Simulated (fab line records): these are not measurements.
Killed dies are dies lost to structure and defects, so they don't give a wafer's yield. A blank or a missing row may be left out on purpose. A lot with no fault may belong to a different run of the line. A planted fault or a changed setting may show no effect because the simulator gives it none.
fab line records	flow sky130
record lots=14	wafers=42	last_day=50
route steps=708 shown POLY_CUT@318 RES_XHIGH@340 SD_N@348
lots with no fault: from the same line, run without faults
start_h: hours from the record's opening day to when the first of the lot's shown wafers began	wait_h: time in hours since the lot's previous step	" identical to the entry in the row above	L1.1+2: one row covering several wafers at once	- either no value or no given start	* or withheld: withheld	< > ~ a bound
route shown NAME@n: a module of which the file shows steps, and the number in the route of the first	usual: mean/standard deviation taken from wafers without a fault	same: alike in all rows	chamber/n: place in a boat	sites: readings site by site	_std_site: the standard deviation of these	_edge_site: inner sites' mean taken away from outer sites' mean	radius_mm: for every site, how far away it sits from the centre of the wafer	mask NAME#n: copy n	behind: the tool/chamber that last shaped the wafer	hold: cause of the lot's hold/its duration in hours/its outcome	device: transistor that didn't switch, given as n, p or np	end of line: the same wafers' tests at the end of the route	for a step that has no rows: nothing shown but its recipe	killed: count of dies lost to structure and defects at first sort (not the wafer's yield)	map: a wafer's dies, x killed, . not, _ none there
set.NAME: setting as actually run; set.NAME@STEP: the setting as run at that earlier step	model.NAME: the simulator's own value behind a step, which no gauge read
steps of the route over a sample of lots; a table a step, a row a wafer
services: from which hour (start_h, from the record's first day; less than 0 if before it) a tool's chamber was out of use, for how many hours, and why
## steps
# step SKY_POLY_CUT_ETCH_11
# recipe target=Si3N4	chemistry=CF4/CH2F2/Ar	stop_on=poly-Si	source_w=600	bias_w=150	pressure_mtorr=40	cf4_flow_sccm=40	ch2f2_flow_sccm=20	Ar_flow_sccm=150	time_s=42.5	target_depth_a=600
# usual drypump_motor_current_A=5.6/0.5	oes_product_au=0.830/0.0066	throttle_valve_pct=14.994/0.008
lot.wafer	tool	chamber	start_h	wait_h	drypump_motor_current_A	oes_product_au	rf_hours_counter_h	throttle_valve_pct
L800.2	rie_diel-01	0	574.33	0.0	5.9	0.829	12	14.991
L800.4	"	1	"	"	5.1	0.823	10	14.992
L800.6	"	3	"	"	5.3	0.835	-	14.984
L804.1	rie_diel-04	2	603.40	0.0	6.1	0.826	57	14.989
L804.5	"	1	"	"	5.4	0.828	-	14.993
L804.6	"	0	"	"	6.0	0.835	-	15.001
L803.2	rie_diel-03	2	603.73	0.0	5.3	0.826	61	14.995
L803.3	"	3	"	"	6.2	0.837	2	14.982
L803.5	"	3	"	"	6.2	0.830	-	14.990
L807.2	rie_diel-01	0	624.18	0.0	5.8	0.821	13	14.993
L807.3	"	1	"	"	5.0	0.836	12	14.992
L807.6	"	0	"	"	5.8	0.830	-	15.007
L809.4	rie_diel-01	2	637.87	0.0	6.5	0.817	11	14.981
L809.5	"	1	"	"	5.1	0.828	-	15.009
L809.6	"	0	"	"	5.8	0.818	-	14.999
L810.3	rie_diel-01	2	644.17	0.0	6.5	0.820	11	14.995
L810.4	"	3	"	"	5.3	0.832	-	15.004
L810.5	"	1	"	"	5.0	0.819	-	14.994
L811.1	rie_diel-01	2	653.20	0.0	6.5	0.835	12	14.996
L811.4	"	3	"	"	5.3	0.827	25	14.984
L811.5	"	1	"	"	5.1	0.824	-	14.982
L816.1	rie_diel-04	2	684.00	0.0	6.2	0.838	0	14.990
L816.4	"	1	"	"	5.4	0.837	7	14.998
L816.5	"	2	"	"	6.2	0.825	-	14.989
L818.1	rie_diel-04	0	709.55	0.0	6.0	0.823	2	14.986
L818.2	"	2	"	"	6.1	0.828	0	14.985
L818.4	"	3	"	"	5.4	0.831	22	14.995
L819.3	rie_diel-04	0	718.22	0.0	6.0	0.824	2	14.973
L819.4	"	1	"	"	5.5	0.817	7	14.986
L819.6	"	2	"	"	6.2	0.841	-	14.993
L820.1	rie_diel-03	3	720.00	0.0	6.2	0.829	5	14.982
L820.4	"	0	"	"	5.7	0.835	25	14.994
L820.5	"	0	"	"	5.7	0.834	-	14.992
L821.1	rie_diel-01	0	735.57	0.0	5.8	0.839	15	15.006
L821.5	"	0	"	"	5.8	0.833	-	14.994
L821.6	"	1	"	"	5.0	0.824	-	14.996
L822.2	rie_diel-03	2	738.93	0.0	5.3	0.816	0	14.983
L822.3	"	3	"	"	6.2	0.824	6	14.994
L822.6	"	3	"	"	6.2	0.818	-	14.996
L823.1	rie_diel-01	3	741.03	0.0	5.3	0.830	27	14.998
L823.4	"	1	"	"	5.0	0.832	15	15.006
L823.6	"	2	"	"	6.5	0.834	-	14.991
# step SKY_RES_XHIGH_STRIP_08
# recipe chemistry=O2/N2	power_w=1400	pressure_mtorr=1500	platen_temp_c=withheld	o2_flow_sccm=3000	n2_flow_sccm=300	overash_fraction=0.5
# usual drypump_motor_current_A=5.8/0.43	oes_product_au=0.711/0.0047	strip_time_to_endpoint_s=14.27/0.037
lot.wafer	tool	chamber	start_h	wait_h	drypump_motor_current_A	oes_product_au	rf_hours_counter_h	strip_time_to_endpoint_s
L800.2	plasma_asher-01	0	632.95	0.1	6.0	0.711	78	14.31
L800.4	"	1	"	"	5.3	0.723	-	14.31
L800.6	"	0	"	"	6.0	0.710	-	14.29
L804.1	plasma_asher-02	1	660.80	0.1	5.3	0.705	107	14.21
L804.5	"	1	"	"	5.3	0.708	-	14.25
L804.6	"	0	"	"	5.6	0.714	-	14.21
L803.2	plasma_asher-04	0	661.20	0.1	6.0	0.710	53	14.22
L803.3	"	1	"	"	6.5	0.708	-	14.18
L803.5	"	1	"	"	6.5	0.710	-	14.25
L807.2	plasma_asher-04	0	681.72	0.1	6.0	0.706	55	14.27
L807.3	"	0	"	"	6.0	0.712	-	14.22
L807.6	"	1	"	"	6.5	0.712	-	14.24
L809.4	plasma_asher-01	0	694.03	0.1	6.0	0.718	-	14.25
L809.5	"	1	"	"	5.3	0.710	-	14.25
L809.6	"	0	"	"	6.0	0.714	-	14.25
L810.3	plasma_asher-02	1	700.38	0.1	5.3	0.706	-	14.25
L810.4	"	0	"	"	5.6	0.700	-	14.26
L810.5	"	1	"	"	5.3	0.714	-	14.28
L811.1	plasma_asher-02	1	709.63	0.1	5.3	0.710	111	14.32
L811.4	"	0	"	"	5.6	0.703	-	14.32
L811.5	"	0	"	"	5.6	0.706	-	14.35
L816.1	plasma_asher-01	0	739.45	0.1	6.0	0.715	88	14.25
L816.4	"	1	"	"	5.3	0.709	-	14.28
L816.5	"	1	"	"	5.3	0.705	-	14.32
L818.1	plasma_asher-02	0	763.40	0.1	5.7	0.712	2	14.25
L818.2	"	1	"	"	5.3	0.714	2	14.21
L818.4	"	1	"	"	5.3	0.708	-	14.27
L819.3	plasma_asher-02	1	772.73	0.1	5.3	0.715	-	14.26
L819.4	"	0	"	"	5.6	0.712	-	14.29
L819.6	"	1	"	"	5.3	0.723	-	14.26
L820.1	plasma_asher-01	0	773.23	0.1	6.0	0.707	92	14.30
L820.4	"	1	"	"	5.3	0.707	-	14.31
L820.5	"	1	"	"	5.3	0.708	-	14.26
L821.1	plasma_asher-04	0	789.10	0.1	6.0	0.709	64	14.26
L821.5	"	0	"	"	6.0	0.711	-	14.29
L821.6	"	1	"	"	6.5	0.716	-	14.29
L822.2	plasma_asher-01	1	792.25	0.1	5.3	0.718	94	14.32
L822.3	"	1	"	"	5.3	0.708	-	14.31
L822.6	"	1	"	"	5.3	0.705	-	14.34
L823.1	plasma_asher-02	0	793.05	0.1	5.7	0.718	5	14.25
L823.4	"	0	"	"	5.7	0.707	-	14.27
L823.6	"	1	"	"	5.2	0.719	-	14.28
# step SKY_SD_N_DEVELOP_06
# recipe resist=NOVOLAK	developer=TMAH	develop_time_s=60	dev_temp_c=23
# usual chill_plate_temp_C=23.02/0.11	develop_time_s=60/0	exhaust_pa=45.0/0.91
lot.wafer	tool	chamber	start_h	wait_h	chill_plate_temp_C	develop_time_s	exhaust_pa
L800.2	litho_track-01	0	660.62	0.1	23.04	60	45.1
L800.4	"	0	"	"	22.94	60	45.2
L800.6	"	0	"	"	23.14	60	45.6
L804.1	litho_track-03	0	688.87	0.1	22.95	60	45.5
L804.5	"	0	"	"	22.86	60	44.7
L804.6	"	0	"	"	22.86	60	44.0
L803.2	litho_track-03	0	689.20	0.1	22.99	60	43.6
L803.3	"	0	"	"	22.94	60	44.9
L803.5	"	0	"	"	22.91	60	43.2
L807.2	litho_track-01	0	708.52	0.1	23.10	60	45.2
L807.3	"	0	"	"	23.08	60	43.3
L807.6	"	0	"	"	23.12	60	44.6
L809.4	litho_track-01	0	721.77	0.1	22.95	60	45.2
L809.5	"	0	"	"	23.17	60	44.8
L809.6	"	0	"	"	23.07	60	44.7
L810.3	litho_track-04	-	727.53	0.1	-	-	-
L810.4	"	-	"	"	-	-	-
L810.5	"	-	"	"	-	-	-
L811.1	litho_track-04	-	736.63	0.1	-	-	-
L811.4	"	-	"	"	-	-	-
L811.5	"	-	"	"	-	-	-
L816.1	litho_track-04	0	765.03	0.1	22.95	60	46.2
L816.4	"	0	"	"	22.82	60	44.8
L816.5	"	0	"	"	23.03	60	45.7
L818.1	litho_track-03	0	790.52	0.1	23.31	60	45.8
L818.2	"	0	"	"	23.08	60	44.5
L818.4	"	0	"	"	23.10	60	44.5
L819.3	litho_track-04	0	797.83	0.1	22.96	60	45.0
L819.4	"	0	"	"	23.06	60	45.5
L819.6	"	0	"	"	22.84	60	45.1
L820.1	litho_track-03	0	798.23	0.1	22.94	60	43.5
L820.4	"	0	"	"	22.87	60	45.2
L820.5	"	0	"	"	22.99	60	44.0
L821.1	litho_track-04	0	815.78	0.1	23.10	60	45.1
L821.5	"	0	"	"	23.06	60	44.3
L821.6	"	0	"	"	23.17	60	44.7
L822.2	litho_track-01	0	818.47	0.1	22.92	60	45.9
L822.3	"	0	"	"	22.83	60	45.0
L822.6	"	0	"	"	22.89	60	44.5
L823.1	litho_track-04	0	819.63	0.1	22.90	60	44.8
L823.4	"	0	"	"	22.82	60	43.6
L823.6	"	0	"	"	22.89	60	44.6
# step SKY_SD_N_RTA_14
# recipe temp_c=1075	time_s=2	idle_temp_c=650	ramp_up_c_per_s=150	ramp_down_c_per_s=90	ambient=N2
# usual lamp_power_pct=15.73/0.055	wafer_temp_C_max=1078.1/1.3
lot.wafer	tool	chamber	start_h	wait_h	lamp_power_pct	wafer_temp_C_max
L800.2	rtp_anneal-01	0	661.47	0.0	15.76	1078.4
L800.4	"	0	"	"	15.71	1078.9
L800.6	"	0	"	"	15.68	1077.1
L804.1	rtp_anneal-02	0	689.69	0.0	15.87	1078.2
L804.5	"	0	"	"	15.79	1077.5
L804.6	"	0	"	"	15.70	1079.9
L803.2	rtp_anneal-01	0	690.00	0.0	15.61	1078.9
L803.3	"	0	"	"	15.66	1079.7
L803.5	"	0	"	"	15.73	1077.7
L807.2	rtp_anneal-02	0	709.32	0.0	15.65	1078.6
L807.3	"	0	"	"	15.64	1078.9
L807.6	"	0	"	"	15.76	1079.3
L809.4	rtp_anneal-02	0	722.54	0.0	15.69	1079.4
L809.5	"	0	"	"	15.72	1079.8
L809.6	"	0	"	"	15.81	1078.9
L810.3	rtp_anneal-01	0	728.31	0.0	15.77	1080.4
L810.4	"	0	"	"	15.70	1079.4
L810.5	"	0	"	"	15.75	1077.1
L811.1	rtp_anneal-02	0	737.45	0.0	15.73	1079.3
L811.4	"	0	"	"	15.76	1075.5
L811.5	"	0	"	"	15.72	1077.7
L816.1	rtp_anneal-01	0	765.85	0.0	15.78	1077.3
L816.4	"	0	"	"	15.75	1075.5
L816.5	"	0	"	"	15.79	1078.9
L818.1	rtp_anneal-01	0	791.34	0.0	15.61	1080.6
L818.2	"	0	"	"	15.75	1077.6
L818.4	"	0	"	"	15.75	1077.8
L819.3	rtp_anneal-02	0	798.61	0.0	15.76	1076.6
L819.4	"	0	"	"	15.77	1078.9
L819.6	"	0	"	"	15.85	1077.6
L820.1	rtp_anneal-01	0	799.04	0.0	15.85	1076.0
L820.4	"	0	"	"	15.63	1080.1
L820.5	"	0	"	"	15.73	1077.4
L821.1	rtp_anneal-02	0	816.60	0.0	15.71	1078.7
L821.5	"	0	"	"	15.70	1079.1
L821.6	"	0	"	"	15.75	1078.5
L822.2	rtp_anneal-01	0	819.27	0.0	15.64	1079.9
L822.3	"	0	"	"	15.83	1080.0
L822.6	"	0	"	"	15.72	1079.6
L823.1	rtp_anneal-02	0	820.45	0.0	15.74	1079.6
L823.4	"	0	"	"	15.70	1078.8
L823.6	"	0	"	"	15.76	1078.5
## services
tool	chamber	start_h	hours	kind
rie_diel-04	0	554.38	-	clean
plasma_asher-02	-	556.55	1.0	repair
rie_diel-01	1	558.05	2.5	repair
plasma_asher-01	-	593.20	0.7	repair
rie_diel-01	0	641.97	3.3	repair
plasma_asher-01	-	652.23	0.6	repair
rie_diel-04	3	663.76	2.5	repair
rtp_anneal-02	-	666.05	6.1	pm
rtp_anneal-02	-	672.10	1.5	pm
plasma_asher-02	-	676.57	8.3	repair
plasma_asher-02	-	679.12	1.8	repair
plasma_asher-01	-	679.83	4.3	pm
plasma_asher-04	-	691.78	16.8	repair
plasma_asher-02	-	697.77	1.1	repair
rie_diel-03	2	707.48	7.9	repair
plasma_asher-01	-	721.49	3.9	repair
plasma_asher-02	-	733.75	9.0	pm
plasma_asher-02	0	733.75	9.0	vent_cycle
plasma_asher-02	1	733.75	9.0	vent_cycle
rie_diel-04	-	737.97	14.6	pm
plasma_asher-02	0	742.75	-	clean
plasma_asher-02	1	742.75	-	clean
plasma_asher-04	-	746.30	7.0	repair
rie_diel-01	-	784.26	1.2	repair
## key
first_sign step=SKY_SD_N_DEVELOP_06	reading=tool_record	direction=missing
effect none on later readings
met_at SKY_SD_N_DEVELOP_06
struck_lots L810,L811
sort_left_out L810.3,L810.4,L810.5,L811.1,L811.4,L811.5
tester_left_out L810,L811
not_acting_at SKY_POLY_CUT_ETCH_11,SKY_RES_XHIGH_STRIP_08,SKY_SD_N_RTA_14
fault kind=skipped_step_whole	tool=litho_track-04	chamber=-	onset_h=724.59	steps=SKY_SD_N_DEVELOP_06	scope=struck_lots_only
# tester_left_out: of these lots the tester's yield and bins aren't shown, on N5 and GAA mostly nor the transistor test; their killed dies are dies lost to structure and defects alone, not to doping, threshold or leakage, so they don't give the yield
# sort_left_out: the simulated sort isn't trusted on such a fault, so these wafers' sort isn't shown, and their yield isn't known
